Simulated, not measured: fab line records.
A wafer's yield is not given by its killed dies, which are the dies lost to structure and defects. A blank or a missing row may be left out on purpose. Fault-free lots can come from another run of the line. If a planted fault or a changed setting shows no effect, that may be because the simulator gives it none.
Chamber matching | flow gf180mcu | GF_V1_CVD_02 on pecvd-02: 3 sister chambers
The step deposits SiO2 from TEOS, target thk 850 nm, time 94.851 s. 6 wafers are shown with their chamber, then 8 later ones without.

== WAFERS, EACH WITH ITS CHAMBER ==
wafer  | chamber | heater-power-w (W)
L826.1 | 0       | 641
L826.4 | 0       | 522
L828.3 | 1       | 776
L828.5 | 1       | 861
L828.6 | 2       | 775
L831.1 | 2       | 746

== WAFERS WITH NO CHAMBER GIVEN ==
wafer  | heater-power-w (W)
L831.2 | 864
L831.6 | 795
L833.1 | 814
L833.2 | 522
L833.3 | 629
L838.1 | 666
L838.2 | 806
L838.3 | 784

== WHICH CHAMBER EACH ONE RAN IN ==
wafer  | from the rows above          | in truth
L831.2 | can't be placed: 1 or 2      | 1
L831.6 | can't be placed: 1 or 2      | 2
L833.1 | can't be placed: 1 or 2      | 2
L833.2 | 0                            | 0
L833.3 | can't be placed: 0 or 2      | 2
L838.1 | can't be placed: 0 or 2 or 1 | 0
L838.2 | can't be placed: 1 or 2      | 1
L838.3 | can't be placed: 2 or 1      | 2
Placed correctly: 1 of 8. Unplaceable from these rows: 7, with the true chamber sitting among the candidates in 7. Number placed wrongly: 0.
How it was worked out, from the rows above alone: a wafer's distance from a chamber is the root of the sum, over the readings, of the square of ((its reading less the chamber's mean) divided by the reading's scatter). If the next closest chamber is less than 2 further off than the closest, the wafer can't be placed; otherwise it belongs to the closest. For every chamber, the mean is computed from those of its wafers that are shown. The scatter is the square root of a quotient: the sum, over the shown wafers, of each reading's squared deviation from its chamber's mean, divided by wafers minus chambers.
